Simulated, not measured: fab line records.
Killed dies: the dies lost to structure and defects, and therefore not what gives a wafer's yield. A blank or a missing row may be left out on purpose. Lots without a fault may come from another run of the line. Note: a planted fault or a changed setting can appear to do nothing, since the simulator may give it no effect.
8D (eight disciplines) problem report, filled in by code / flow gf180mcu / the parts of the form that need people (team, actions taken, sign-off) are left out

1. WHAT WENT WRONG
Mean of oes-product-au at GF_STI_ETCH_14: 1.212 a.u. across 2 wafers in 2 lots; on wafers with no fault it is 0.994 a.u. (standard deviation 0.0092). That puts it +24 standard deviations away from the usual mean.
The step: etches Si in HBr/Cl2/O2, target depth 360 nm, time 102.9 s.
Earliest sighting: wafer L826.3 on rie-si-02 at day 4 21:05. Wafers with a number at this step in the record: 32, from 11 lots. Rule for "out" (also "out of limits"): further than 4 standard deviations from the usual mean. Any other wafer with a number is counted as sound.

2. WHAT IT IS, AND WHAT IT ISN'T
question=which readings at this step | is=oes-product-au, throttle-valve-pct | is not=chamber-pressure-mTorr, drypump-motor-current-A
question=which lots | is=L826, L827 | is not=L813, L814, L815, L816, L817, L818, L828, L829, L836
question=which wafers of those lots | is=L826.3, L827.3 | is not=L826.2, L826.4, L827.4
question=read on which tools | is=rie-si-02 | is not=rie-si-01
question=when | is=from day 4 21:05 | is not=up to then (20 sound wafers); but 10 sound wafers of L827, L828, L829, L836 came after

3. SUSPECTS, AND WHAT RULES EACH OUT
Counting: if a tool at a process step up to the reading ran every lot that is out, it stays a suspect. Sound lots after the first of them don't rule it out here, since some wafers of a struck lot are sound.
- rie-si-02 at GF_STI_ETCH_14 (etches Si in HBr/Cl2/O2, target depth 360 nm, time 102.9 s): kept. Ran every lot that is out, first one L826 (day 4 21:05); last sound lot up to then L818 (day 3 03:48). On those wafers its own readings are out: oes-product-au, throttle-valve-pct.
- Within rie-si-02 at GF_STI_ETCH_14: the wafers that are out ran in chambers 1, 2; their sound lot-mates ran in chambers 0, 3.
The count leaves rie-si-02 at GF_STI_ETCH_14.

4. THE CAUSE (what the simulator had put in)
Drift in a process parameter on rie-si-02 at GF_STI_ETCH_14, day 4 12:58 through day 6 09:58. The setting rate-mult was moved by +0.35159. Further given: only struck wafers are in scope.
After counting, this tool was the only one left.

5. THE EFFECT CHAIN, in route order
Rows list readings where the struck wafers' mean (over those with a number) sits beyond 3 standard deviations from the usual. Scope: only readings with a usual standard deviation given in the record; hours: median across lots of the time from each lot's start at the first step in this table that gives one to its start at this step; sigmas: change in usual standard deviations.
hours=0; step=GF_STI_ETCH_14; reading=oes-product-au; usual=0.994 a.u.; on struck wafers=1.212; change=+0.218; sigmas=+24
hours=0; step=GF_STI_ETCH_14; reading=throttle-valve-pct; usual=25.660 %; on struck wafers=25.517; change=-0.143; sigmas=-13
hours=0; step=GF_STI_STRIP_15; reading=oes-product-au; usual=0.384 a.u.; on struck wafers=0.363; change=-0.021; sigmas=-4.1
hours=0; step=GF_STI_STRIP_15; reading=strip-time-to-endpoint-s; usual=3.72 s; on struck wafers=3.29; change=-0.43; sigmas=-12
Process steps it contains:
- GF_STI_ETCH_14: etches Si in HBr/Cl2/O2, target depth 360 nm, time 102.9 s.
- GF_STI_STRIP_15: strips in O2/N2.
Later steps that measure or inspect, where all struck wafers having a row at the step show a number for every such reading and not one has moved that far: GF_VT_IMPLANT_OVL_MEAS_18.

6. WHAT WOULD HAVE CAUGHT IT SOONER
The fault began at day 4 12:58; the first out-of-limits reading in this record came at day 4 21:05, 8 hours later.
